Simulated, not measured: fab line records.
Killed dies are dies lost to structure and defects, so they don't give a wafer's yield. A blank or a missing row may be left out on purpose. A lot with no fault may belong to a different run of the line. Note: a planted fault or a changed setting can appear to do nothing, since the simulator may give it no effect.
fab line records :: flow sky130 :: part 2 of 2: steps 39 to 41 of 41
record:
  lots: 7
  wafers: 21
  last-day: 49
route steps=708 shown GATE_OXIDE@192 POLY_GATE@204 RES_PROTECT@207 PAD_OPEN@708
lots untouched by any fault: they come from a run of this same line in which no faults occurred
start-h: hours from the record's opening day to when the first of the lot's shown wafers began :: wait-h: hours from the lot's prior step to this one :: " same as the row above :: L1.1+2: several wafers, shown together as one row :: - no value, or no start given :: * or withheld: withheld :: < > ~ a bound
route shown NAME@n: names a module that has steps shown in the file, with the first one's number in the route :: usual: mean/standard deviation of fault-free wafers :: same: alike in all rows :: chamber/n: place in a boat :: sites: readings site by site :: _std_site: the values' standard deviation :: _edge_site: mean of outer sites minus mean of inner sites :: radius-mm: how far each site lies from the wafer's centre :: mask NAME#n: copy n :: behind: the most recent tool/chamber to have shaped the wafer :: hold: what put the lot on hold/how long, in hours/how the hold closed :: device: the n, p or np transistor that did not switch :: end of line: tests of these same wafers at the route's end :: a step without rows: its recipe alone :: killed: count of dies lost to structure and defects at first sort (not the wafer's yield) :: map: a wafer's dies, marking killed ones x, the rest . and places with no die _
set.NAME: setting as actually run; set.NAME@STEP: the setting as run at that earlier step :: model.NAME: the simulator's own value behind a step, which no gauge read
lots at selected steps of the route; one table per step, one row per wafer
services: a tool's chamber out of use, with start hour (start-h, from the record's first day; less than 0 if before it), hours out, and reason
== steps ==
step: SKY_POLY_GATE_ETCH_17
recipe:
  target-depth-nm: 180
  stop-on: SiO2
  over-etch-frac: 0.56667
  chemistry: HBr/Cl2
  target: poly-Si
  icp-w: 400
  bias-w: 100
  pressure-mtorr: 10
  HBr_flow_sccm: 150
  Cl2_flow_sccm: 50
  time-s: 70.5
usual:
  drypump-motor-current-A: 5.8/0.43
  oes-product-au: 0.986/0.0085
  throttle-valve-pct: 33.684/0.0093
lot.wafer: L840.2
tool: rie-si-02
chamber: 2
start-h: 392.05
wait-h: 0.0
drypump-motor-current-A: 5.0
oes-product-au: 0.983
rf-hours-counter-h: 0
throttle-valve-pct: 33.676
model.POLY_GATE.feature-depth-nm: 178.2
model.etch.depth-nm: 178.2

lot.wafer: L840.5
tool: rie-si-02
chamber: 0
start-h: 392.05
wait-h: 0.0
drypump-motor-current-A: 5.6
oes-product-au: 0.990
rf-hours-counter-h: -
throttle-valve-pct: 33.685
model.POLY_GATE.feature-depth-nm: 178.5
model.etch.depth-nm: 178.5

lot.wafer: L840.6
tool: rie-si-02
chamber: 3
start-h: 392.05
wait-h: 0.0
drypump-motor-current-A: 6.2
oes-product-au: 0.989
rf-hours-counter-h: -
throttle-valve-pct: 33.692
model.POLY_GATE.feature-depth-nm: 179.3
model.etch.depth-nm: 179.3

lot.wafer: L843.1
tool: rie-si-02
chamber: 3
start-h: 446.01
wait-h: 0.0
drypump-motor-current-A: 6.2
oes-product-au: 0.989
rf-hours-counter-h: 3
throttle-valve-pct: 33.685
model.POLY_GATE.feature-depth-nm: 177.4
model.etch.depth-nm: 177.4

lot.wafer: L843.3
tool: rie-si-02
chamber: 0
start-h: 446.01
wait-h: 0.0
drypump-motor-current-A: 5.6
oes-product-au: 0.983
rf-hours-counter-h: 6
throttle-valve-pct: 33.690
model.POLY_GATE.feature-depth-nm: 177.3
model.etch.depth-nm: 177.3

lot.wafer: L843.6
tool: rie-si-02
chamber: 1
start-h: 446.01
wait-h: 0.0
drypump-motor-current-A: 5.6
oes-product-au: 0.976
rf-hours-counter-h: -
throttle-valve-pct: 33.671
model.POLY_GATE.feature-depth-nm: 175.4
model.etch.depth-nm: 175.4

lot.wafer: L846.3
tool: rie-si-01
chamber: 2
start-h: 454.15
wait-h: 0.0
drypump-motor-current-A: 6.2
oes-product-au: 0.968
rf-hours-counter-h: 58
throttle-valve-pct: 33.689
model.POLY_GATE.feature-depth-nm: 175
model.etch.depth-nm: 175

lot.wafer: L846.5
tool: rie-si-01
chamber: 0
start-h: 454.15
wait-h: 0.0
drypump-motor-current-A: 5.5
oes-product-au: 0.982
rf-hours-counter-h: -
throttle-valve-pct: 33.694
model.POLY_GATE.feature-depth-nm: 178.6
model.etch.depth-nm: 178.6

lot.wafer: L846.6
tool: rie-si-01
chamber: 1
start-h: 454.15
wait-h: 0.0
drypump-motor-current-A: 6.3
oes-product-au: 0.989
rf-hours-counter-h: -
throttle-valve-pct: 33.699
model.POLY_GATE.feature-depth-nm: 180
model.etch.depth-nm: 180

lot.wafer: L852.1
tool: rie-si-02
chamber: 0
start-h: 480.25
wait-h: 0.0
drypump-motor-current-A: 5.6
oes-product-au: 0.986
rf-hours-counter-h: 6
throttle-valve-pct: 33.706
model.POLY_GATE.feature-depth-nm: 177.5
model.etch.depth-nm: 177.5

lot.wafer: L852.3
tool: rie-si-02
chamber: 3
start-h: 480.25
wait-h: 0.0
drypump-motor-current-A: 6.2
oes-product-au: 0.993
rf-hours-counter-h: 4
throttle-valve-pct: 33.669
model.POLY_GATE.feature-depth-nm: 177.8
model.etch.depth-nm: 177.8

lot.wafer: L852.5
tool: rie-si-02
chamber: 3
start-h: 480.25
wait-h: 0.0
drypump-motor-current-A: 6.2
oes-product-au: 0.976
rf-hours-counter-h: -
throttle-valve-pct: 33.684
model.POLY_GATE.feature-depth-nm: 175.6
model.etch.depth-nm: 175.6

lot.wafer: L855.3
tool: rie-si-01
chamber: 0
start-h: 516.95
wait-h: 0.0
drypump-motor-current-A: 5.5
oes-product-au: 1.007
rf-hours-counter-h: 0
throttle-valve-pct: 33.689
model.POLY_GATE.feature-depth-nm: 180.4
model.etch.depth-nm: 180.4

lot.wafer: L855.4
tool: rie-si-01
chamber: 1
start-h: 516.95
wait-h: 0.0
drypump-motor-current-A: 6.4
oes-product-au: 1.015
rf-hours-counter-h: -
throttle-valve-pct: 33.690
model.POLY_GATE.feature-depth-nm: 183.8
model.etch.depth-nm: 183.8

lot.wafer: L855.6
tool: rie-si-01
chamber: 0
start-h: 516.95
wait-h: 0.0
drypump-motor-current-A: 5.5
oes-product-au: 0.999
rf-hours-counter-h: -
throttle-valve-pct: 33.683
model.POLY_GATE.feature-depth-nm: 180.2
model.etch.depth-nm: 180.2

lot.wafer: L856.2
tool: rie-si-02
chamber: 1
start-h: 521.91
wait-h: 0.0
drypump-motor-current-A: 5.6
oes-product-au: 0.988
rf-hours-counter-h: 1
throttle-valve-pct: 33.668
model.POLY_GATE.feature-depth-nm: 177
model.etch.depth-nm: 177

lot.wafer: L856.3
tool: rie-si-02
chamber: 0
start-h: 521.91
wait-h: 0.0
drypump-motor-current-A: 5.6
oes-product-au: 1.023
rf-hours-counter-h: 6
throttle-valve-pct: 33.692
model.POLY_GATE.feature-depth-nm: 184.4
model.etch.depth-nm: 184.4

lot.wafer: L856.6
tool: rie-si-02
chamber: 2
start-h: 521.91
wait-h: 0.0
drypump-motor-current-A: 5.0
oes-product-au: 1.005
rf-hours-counter-h: -
throttle-valve-pct: 33.674
model.POLY_GATE.feature-depth-nm: 179.2
model.etch.depth-nm: 179.2

lot.wafer: L857.3
tool: rie-si-01
chamber: 3
start-h: 524.90
wait-h: 0.0
drypump-motor-current-A: 5.8
oes-product-au: 1.015
rf-hours-counter-h: 0
throttle-valve-pct: 33.696
model.POLY_GATE.feature-depth-nm: 184.1
model.etch.depth-nm: 184.1

lot.wafer: L857.4
tool: rie-si-01
chamber: 1
start-h: 524.90
wait-h: 0.0
drypump-motor-current-A: 6.3
oes-product-au: 1.012
rf-hours-counter-h: -
throttle-valve-pct: 33.671
model.POLY_GATE.feature-depth-nm: 185.5
model.etch.depth-nm: 185.5

lot.wafer: L857.6
tool: rie-si-01
chamber: 3
start-h: 524.90
wait-h: 0.0
drypump-motor-current-A: 5.7
oes-product-au: 1.014
rf-hours-counter-h: -
throttle-valve-pct: 33.682
model.POLY_GATE.feature-depth-nm: 185.3
model.etch.depth-nm: 185.3
step: SKY_POLY_GATE_STRIP_18
recipe:
  chemistry: O2/N2
  power-w: 1451
  pressure-mtorr: 1500
  platen-temp-c: withheld
  o2-flow-sccm: 3000
  n2-flow-sccm: 300
  overash-fraction: 0.5
usual:
  drypump-motor-current-A: 5.72/0.25
  oes-product-au: 0.361/0.0055
  strip-time-to-endpoint-s: 3.08/0.049
lot.wafer: L840.2
tool: plasma-asher-03
chamber: 1
start-h: 392.11
wait-h: 0.0
drypump-motor-current-A: 5.42
oes-product-au: 0.364
rf-hours-counter-h: 55
strip-time-to-endpoint-s: 3.10

lot.wafer: L840.5
tool: plasma-asher-03
chamber: 1
start-h: 392.11
wait-h: 0.0
drypump-motor-current-A: 5.41
oes-product-au: 0.352
rf-hours-counter-h: -
strip-time-to-endpoint-s: 3.01

lot.wafer: L840.6
tool: plasma-asher-03
chamber: 0
start-h: 392.11
wait-h: 0.0
drypump-motor-current-A: 5.69
oes-product-au: 0.369
rf-hours-counter-h: -
strip-time-to-endpoint-s: 3.13

lot.wafer: L843.1
tool: plasma-asher-03
chamber: 1
start-h: 446.06
wait-h: 0.0
drypump-motor-current-A: 5.38
oes-product-au: 0.363
rf-hours-counter-h: 60
strip-time-to-endpoint-s: 3.03

lot.wafer: L843.3
tool: plasma-asher-03
chamber: 0
start-h: 446.06
wait-h: 0.0
drypump-motor-current-A: 5.66
oes-product-au: 0.362
rf-hours-counter-h: -
strip-time-to-endpoint-s: 3.05

lot.wafer: L843.6
tool: plasma-asher-03
chamber: 1
start-h: 446.06
wait-h: 0.0
drypump-motor-current-A: 5.40
oes-product-au: 0.361
rf-hours-counter-h: -
strip-time-to-endpoint-s: 3.12

lot.wafer: L846.3
tool: plasma-asher-03
chamber: 0
start-h: 454.24
wait-h: 0.1
drypump-motor-current-A: 5.63
oes-product-au: 0.359
rf-hours-counter-h: -
strip-time-to-endpoint-s: 3.08

lot.wafer: L846.5
tool: plasma-asher-03
chamber: 0
start-h: 454.24
wait-h: 0.1
drypump-motor-current-A: 5.63
oes-product-au: 0.366
rf-hours-counter-h: -
strip-time-to-endpoint-s: 3.05

lot.wafer: L846.6
tool: plasma-asher-03
chamber: 1
start-h: 454.24
wait-h: 0.1
drypump-motor-current-A: 5.43
oes-product-au: 0.364
rf-hours-counter-h: -
strip-time-to-endpoint-s: 3.11

lot.wafer: L852.1
tool: plasma-asher-04
chamber: 1
start-h: 480.31
wait-h: 0.0
drypump-motor-current-A: 6.20
oes-product-au: 0.366
rf-hours-counter-h: 5
strip-time-to-endpoint-s: 3.04

lot.wafer: L852.3
tool: plasma-asher-04
chamber: 0
start-h: 480.31
wait-h: 0.0
drypump-motor-current-A: 5.59
oes-product-au: 0.369
rf-hours-counter-h: -
strip-time-to-endpoint-s: 3.13

lot.wafer: L852.5
tool: plasma-asher-04
chamber: 0
start-h: 480.31
wait-h: 0.0
drypump-motor-current-A: 5.59
oes-product-au: 0.358
rf-hours-counter-h: -
strip-time-to-endpoint-s: 3.01

lot.wafer: L855.3
tool: plasma-asher-03
chamber: 0
start-h: 517.04
wait-h: 0.1
drypump-motor-current-A: 5.67
oes-product-au: 0.355
rf-hours-counter-h: -
strip-time-to-endpoint-s: 3.06

lot.wafer: L855.4
tool: plasma-asher-03
chamber: 1
start-h: 517.04
wait-h: 0.1
drypump-motor-current-A: 5.41
oes-product-au: 0.356
rf-hours-counter-h: -
strip-time-to-endpoint-s: 3.09

lot.wafer: L855.6
tool: plasma-asher-03
chamber: 0
start-h: 517.04
wait-h: 0.1
drypump-motor-current-A: 5.67
oes-product-au: 0.357
rf-hours-counter-h: -
strip-time-to-endpoint-s: 3.06

lot.wafer: L856.2
tool: plasma-asher-02
chamber: 1
start-h: 521.96
wait-h: 0.0
drypump-motor-current-A: 5.82
oes-product-au: 0.365
rf-hours-counter-h: 86
strip-time-to-endpoint-s: 3.07

lot.wafer: L856.3
tool: plasma-asher-02
chamber: 1
start-h: 521.96
wait-h: 0.0
drypump-motor-current-A: 5.80
oes-product-au: 0.346
rf-hours-counter-h: -
strip-time-to-endpoint-s: 3.03

lot.wafer: L856.6
tool: plasma-asher-02
chamber: 0
start-h: 521.96
wait-h: 0.0
drypump-motor-current-A: 5.65
oes-product-au: 0.361
rf-hours-counter-h: -
strip-time-to-endpoint-s: 3.05

lot.wafer: L857.3
tool: plasma-asher-04
chamber: 0
start-h: 524.99
wait-h: 0.1
drypump-motor-current-A: 5.58
oes-product-au: 0.362
rf-hours-counter-h: -
strip-time-to-endpoint-s: 3.15

lot.wafer: L857.4
tool: plasma-asher-04
chamber: 1
start-h: 524.99
wait-h: 0.1
drypump-motor-current-A: 6.17
oes-product-au: 0.364
rf-hours-counter-h: -
strip-time-to-endpoint-s: 3.05

lot.wafer: L857.6
tool: plasma-asher-04
chamber: 0
start-h: 524.99
wait-h: 0.1
drypump-motor-current-A: 5.60
oes-product-au: 0.358
rf-hours-counter-h: -
strip-time-to-endpoint-s: 3.04
step: SKY_PAD_OPEN_PROBE_99
lot.wafer: L840.2
tool: prober-01
chamber: -
start-h: 1096.06
wait-h: 0.1
model.etest.cap-li-to-poly.c-af-um2: 98.3
model.etest.res-poly.rs-ohm-sq: 49.56

lot.wafer: L840.5
tool: prober-01
chamber: -
start-h: 1096.21
wait-h: 0.2
model.etest.cap-li-to-poly.c-af-um2: 100.2
model.etest.res-poly.rs-ohm-sq: 47.14

lot.wafer: L840.6
tool: prober-01
chamber: -
start-h: 1096.26
wait-h: 0.2
model.etest.cap-li-to-poly.c-af-um2: 102.8
model.etest.res-poly.rs-ohm-sq: 48.16

lot.wafer: L843.1
tool: prober-02
chamber: -
start-h: 1134.47
wait-h: 0.1
model.etest.cap-li-to-poly.c-af-um2: 94.74
model.etest.res-poly.rs-ohm-sq: 49.07

lot.wafer: L843.3
tool: prober-02
chamber: -
start-h: 1134.57
wait-h: 0.2
model.etest.cap-li-to-poly.c-af-um2: 95.56
model.etest.res-poly.rs-ohm-sq: 48.85

lot.wafer: L843.6
tool: prober-02
chamber: -
start-h: 1134.72
wait-h: 0.2
model.etest.cap-li-to-poly.c-af-um2: 98.5
model.etest.res-poly.rs-ohm-sq: 48.54

lot.wafer: L846.3
tool: prober-02
chamber: -
start-h: 1136.22
wait-h: 0.2
model.etest.cap-li-to-poly.c-af-um2: 98.95
model.etest.res-poly.rs-ohm-sq: 47.59

lot.wafer: L846.5
tool: prober-02
chamber: -
start-h: 1136.32
wait-h: 0.2
model.etest.cap-li-to-poly.c-af-um2: 98.05
model.etest.res-poly.rs-ohm-sq: 47.84

lot.wafer: L846.6
tool: prober-02
chamber: -
start-h: 1136.37
wait-h: 0.2
model.etest.cap-li-to-poly.c-af-um2: 100.5
model.etest.res-poly.rs-ohm-sq: 46.96

lot.wafer: L852.1
tool: prober-01
chamber: -
start-h: 1153.39
wait-h: 0.1
model.etest.cap-li-to-poly.c-af-um2: 98.89
model.etest.res-poly.rs-ohm-sq: 47.58

lot.wafer: L852.3
tool: prober-01
chamber: -
start-h: 1153.49
wait-h: 0.2
model.etest.cap-li-to-poly.c-af-um2: 99.15
model.etest.res-poly.rs-ohm-sq: 48.3

lot.wafer: L852.5
tool: prober-01
chamber: -
start-h: 1153.59
wait-h: 0.2
model.etest.cap-li-to-poly.c-af-um2: 97.11
model.etest.res-poly.rs-ohm-sq: 48.66

lot.wafer: L855.3
tool: prober-02
chamber: -
start-h: 1171.68
wait-h: 0.2
model.etest.cap-li-to-poly.c-af-um2: 102
model.etest.res-poly.rs-ohm-sq: 44.68

lot.wafer: L855.4
tool: prober-02
chamber: -
start-h: 1171.73
wait-h: 0.2
model.etest.cap-li-to-poly.c-af-um2: 102.6
model.etest.res-poly.rs-ohm-sq: 44.74

lot.wafer: L855.6
tool: prober-02
chamber: -
start-h: 1171.83
wait-h: 0.2
model.etest.cap-li-to-poly.c-af-um2: 103.8
model.etest.res-poly.rs-ohm-sq: 45.99

lot.wafer: L857.3
tool: prober-02
chamber: -
start-h: 1177.49
wait-h: 0.2
model.etest.cap-li-to-poly.c-af-um2: 100.6
model.etest.res-poly.rs-ohm-sq: 47.33

lot.wafer: L857.4
tool: prober-02
chamber: -
start-h: 1177.54
wait-h: 0.2
model.etest.cap-li-to-poly.c-af-um2: 99.88
model.etest.res-poly.rs-ohm-sq: 48.13

lot.wafer: L857.6
tool: prober-02
chamber: -
start-h: 1177.64
wait-h: 0.2
model.etest.cap-li-to-poly.c-af-um2: 102.2
model.etest.res-poly.rs-ohm-sq: 46.59
killed by level:class
L840.2 VIA1:geometric-particle:open=14 METAL1:geometric-particle:short=13 CONTACT:geometric-particle:open=10 VIA1:geometric-particle:short=9 FIELD_ISO:geometric-particle:open=5 METAL2:geometric-particle:short=5 METAL3:geometric-particle:short=5 FIELD_ISO:geometric-particle:short=4
L840.5 METAL1:geometric-particle:short=9 VIA1:geometric-particle:open=9 LI_CONTACT:geometric-particle:open=8 VIA2:geometric-particle:open=8 VIA3:geometric-particle:open=8 CONTACT:geometric-particle:open=5 VIA1:geometric-particle:short=5 FIELD_ISO:geometric-particle:short=4
L840.6 VIA3:geometric-particle:open=9 VIA1:geometric-particle:open=8 METAL2:geometric-particle:short=8 FIELD_ISO:geometric-particle:open=7 LI_CONTACT:geometric-particle:open=7 CONTACT:geometric-particle:open=6 VIA2:geometric-particle:open=6 FIELD_ISO:geometric-particle:short=5
L843.1 CONTACT:geometric-particle:open=14 METAL1:geometric-particle:short=10 VIA1:geometric-particle:open=8 VIA2:geometric-particle:open=6 VIA3:geometric-particle:open=5 CONTACT:geometric-particle:short=4 FIELD_ISO:geometric-particle:open=3 POLY_GATE:geometric-particle:short=3
L843.3 LI_CONTACT:geometric-particle:open=12 VIA1:geometric-particle:open=6 LOCAL_INTERCONNECT:geometric-particle:short=5 METAL1:geometric-particle:short=5 VIA3:geometric-particle:open=5 FIELD_ISO:geometric-particle:open=4 VIA2:geometric-particle:open=4 CONTACT:geometric-particle:open=4
L843.6 CONTACT:geometric-particle:open=13 LI_CONTACT:geometric-particle:open=11 VIA1:geometric-particle:open=8 CONTACT:geometric-particle:short=7 VIA2:geometric-particle:open=6 VIA3:geometric-particle:open=5 FIELD_ISO:geometric-particle:short=4 FIELD_ISO:geometric-particle:open=4
L846.3 VIA1:geometric-particle:open=13 LI_CONTACT:geometric-particle:open=12 VIA1:geometric-particle:short=5 METAL2:geometric-particle:short=5 VIA3:geometric-particle:short=4 METAL1:geometric-particle:short=4 VIA3:geometric-particle:open=4 FIELD_ISO:geometric-particle:short=3
L846.5 VIA3:geometric-particle:open=13 LI_CONTACT:geometric-particle:open=10 VIA1:geometric-particle:open=9 METAL2:geometric-particle:short=8 CONTACT:geometric-particle:open=6 POLY_GATE:geometric-particle:short=3 LOCAL_INTERCONNECT:geometric-particle:short=3 METAL1:geometric-particle:short=3
L846.6 LI_CONTACT:geometric-particle:open=12 VIA1:geometric-particle:open=9 VIA3:geometric-particle:open=8 VIA2:geometric-particle:open=8 VIA1:geometric-particle:short=6 CONTACT:geometric-particle:open=5 METAL2:geometric-particle:short=5 LOCAL_INTERCONNECT:geometric-particle:short=4
L852.1 VIA3:geometric-particle:open=8 LI_CONTACT:geometric-particle:open=8 CONTACT:geometric-particle:short=7 CONTACT:geometric-particle:open=7 METAL1:geometric-particle:short=7 METAL2:geometric-particle:short=6 VIA2:geometric-particle:open=6 FIELD_ISO:geometric-particle:short=5
L852.3 VIA2:geometric-particle:open=8 VIA1:geometric-particle:open=7 LI_CONTACT:geometric-particle:short=7 VIA3:geometric-particle:open=6 LI_CONTACT:geometric-particle:open=5 LOCAL_INTERCONNECT:geometric-particle:short=5 FIELD_ISO:geometric-particle:short=3 POLY_GATE:geometric-particle:open=3
L852.5 VIA2:geometric-particle:open=9 FIELD_ISO:geometric-particle:short=7 CONTACT:geometric-particle:short=7 VIA1:geometric-particle:open=6 LOCAL_INTERCONNECT:geometric-particle:short=6 CONTACT:geometric-particle:open=6 LI_CONTACT:geometric-particle:open=4 METAL2:geometric-particle:short=4
== services ==
tool: rie-diel-04
chamber: -
start-h: 306.60
hours: 0.2
kind: repair

tool: plasma-asher-02
chamber: -
start-h: 307.86
hours: 1.8
kind: repair

tool: rie-si-01
chamber: -
start-h: 311.89
hours: 2.8
kind: pm

tool: rie-si-02
chamber: -
start-h: 350.95
hours: 0.3
kind: repair

tool: rie-diel-04
chamber: 1
start-h: 354.19
hours: 4.9
kind: repair

tool: rie-si-02
chamber: 3
start-h: 356.52
hours: 15.8
kind: repair

tool: plasma-asher-01
chamber: -
start-h: 360.87
hours: 1.6
kind: repair

tool: plasma-asher-04
chamber: -
start-h: 384.05
hours: 2.2
kind: repair

tool: rie-si-02
chamber: 1
start-h: 392.21
hours: 18.0
kind: repair

tool: rie-diel-04
chamber: -
start-h: 396.45
hours: 2.8
kind: pm

tool: plasma-asher-04
chamber: -
start-h: 401.92
hours: 2.2
kind: repair

tool: plasma-asher-04
chamber: -
start-h: 421.25
hours: 9.0
kind: pm

tool: rie-diel-01
chamber: 2
start-h: 422.97
hours: 5.7
kind: repair

tool: rie-si-02
chamber: 2
start-h: 428.63
hours: 2.6
kind: repair

tool: rie-diel-01
chamber: 3
start-h: 440.92
hours: 1.7
kind: repair

tool: rie-si-02
chamber: 1
start-h: 471.34
hours: 17.2
kind: repair

tool: plasma-asher-01
chamber: -
start-h: 480.93
hours: 4.5
kind: repair

tool: rie-diel-01
chamber: 1
start-h: 482.93
hours: 20.4
kind: repair

tool: rie-si-02
chamber: 0
start-h: 485.96
hours: 4.4
kind: repair

tool: rie-diel-01
chamber: 0
start-h: 487.41
hours: 3.2
kind: repair

tool: plasma-asher-01
chamber: -
start-h: 488.27
hours: 3.8
kind: repair

tool: plasma-asher-03
chamber: -
start-h: 490.70
hours: 1.2
kind: repair

tool: rie-diel-01
chamber: 2
start-h: 493.37
hours: 14.4
kind: repair

tool: plasma-asher-01
chamber: -
start-h: 509.06
hours: 10.3
kind: pm
== key ==
first-sign:
  step: SKY_POLY_GATE_THK_MEAS_01
  reading: visit
  direction: added
effect:
  step: SKY_POLY_GATE_THK_MEAS_01
  reading: POLY_GATE_CVD_00_THK
  direction: up
  sigmas: 9
  usual: 179.3
  struck: 192.1
effect:
  step: SKY_POLY_GATE_ETCH_17
  reading: oes-product-au
  direction: up
  sigmas: 2.7
  usual: 0.986
  struck: 1.009
  wafers-moved: 5
model-effect:
  step: SKY_POLY_GATE_CVD_00
  value: poly-Si_of_POLY_GATE_CVD_00.thk-nm
  without: 179.7
  struck: 192.1
model-effect:
  step: SKY_RES_PROTECT_CLEAN_09
  value: poly-Si_of_POLY_GATE_CVD_00.thk-nm
  without: 179.1
  struck: 191.4
model-effect:
  step: SKY_POLY_GATE_ETCH_17
  value: POLY_GATE.feature-depth-nm
  without: 178.5
  struck: 182.2
model-effect:
  step: SKY_PAD_OPEN_PROBE_99
  value: etest.cap-li-to-poly.c-af-um2
  without: 98.25
  struck: 101.8
met-at SKY_POLY_GATE_CVD_00
struck-wafers L855.3,L855.4,L855.6,L856.2,L856.3,L856.6,L857.3,L857.4,L857.6
sort-left-out L855.3,L855.4,L855.6,L856.2,L856.3,L856.6,L857.3,L857.4,L857.6
tester-left-out L855,L856,L857
onset-between 416.95 453.78
also-fits time
fault:
  kind: process-parameter-drift
  tool: lpcvd-01
  chamber: -
  onset-h: 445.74
  steps: SKY_POLY_GATE_CVD_00
  channel: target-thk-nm
  offset: 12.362
  shape: step
  end-h: 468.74
  stated: 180
tester-left-out: of these lots the tester's yield and bins aren't shown, on N5 and GAA mostly nor the transistor test; their killed dies are dies lost to structure and defects alone, not to doping, threshold or leakage, so they don't give the yield
sort-left-out: the simulated sort isn't trusted on such a fault, so these wafers' sort isn't shown, and their yield isn't known
